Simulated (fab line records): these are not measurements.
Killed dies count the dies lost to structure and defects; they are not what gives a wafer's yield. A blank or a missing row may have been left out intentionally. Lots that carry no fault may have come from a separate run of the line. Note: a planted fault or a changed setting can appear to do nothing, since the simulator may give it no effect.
Chamber matching -- flow sky130 -- 4 sister chambers for SKY_VIA2_CMP_02 on cmp-01
The step polishes SiO2. 20 wafers are shown with their chamber, then 10 later ones without.

WAFERS, EACH WITH ITS CHAMBER
wafer,chamber,motorCurrentA (A)
L074.2,1,12.3
L074.3,0,11.7
L074.4,3,12.1
L076.1,2,11.5
L076.2,1,12.9
L076.4,3,12.4
L077.1,3,12.3
L077.2,1,12.3
L077.5,1,12.5
L078.1,3,12.4
L078.2,2,11.2
L078.3,0,11.5
L079.2,1,12.3
L079.3,0,11.8
L079.6,3,12.5
L081.4,0,12.1
L081.5,2,11.6
L081.6,3,11.6
L084.3,3,11.9
L084.5,3,12.3

SIGNATURES (means of the wafers above)
reading,chamber 0,chamber 1,chamber 2,chamber 3,scatter within a chamber
motorCurrentA,11.775,12.460,11.433,12.188,0.273
Rule: for a wafer and a chamber, the distance is found by dividing, reading by reading, the gap between the wafer's reading and the chamber's mean by the reading's scatter, squaring, summing and taking the root. If the next closest chamber is less than 2 further off than the closest, the wafer can't be placed; otherwise it belongs to the closest. The scatter is the square root of a quotient: the sum, over the shown wafers, of each reading's squared deviation from its chamber's mean, divided by wafers minus chambers.

WAFERS WITHOUT THEIR CHAMBER
wafer,motorCurrentA (A)
L084.6,12.6
L094.1,12.8
L094.3,12.6
L094.4,11.4
L095.1,12.1
L095.3,11.9
L095.6,11.9
L096.1,12.2
L096.2,11.9
L096.3,12.1

WHICH CHAMBER EACH ONE RAN IN
wafer,from the rows above,in truth
L084.6,can't be placed: 1 or 3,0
L094.1,can't be placed: 1 or 3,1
L094.3,can't be placed: 1 or 3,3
L094.4,can't be placed: 2 or 0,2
L095.1,can't be placed: 3 or 0 or 1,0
L095.3,can't be placed: 0 or 3 or 2 or 1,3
L095.6,can't be placed: 0 or 3 or 2 or 1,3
L096.1,can't be placed: 3 or 1 or 0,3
L096.2,can't be placed: 0 or 3 or 2 or 1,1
L096.3,can't be placed: 3 or 0 or 1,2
0 of 10 placed correctly. Unplaceable from these rows: 10, with the true chamber sitting among the candidates in 8. Number placed wrongly: 0.
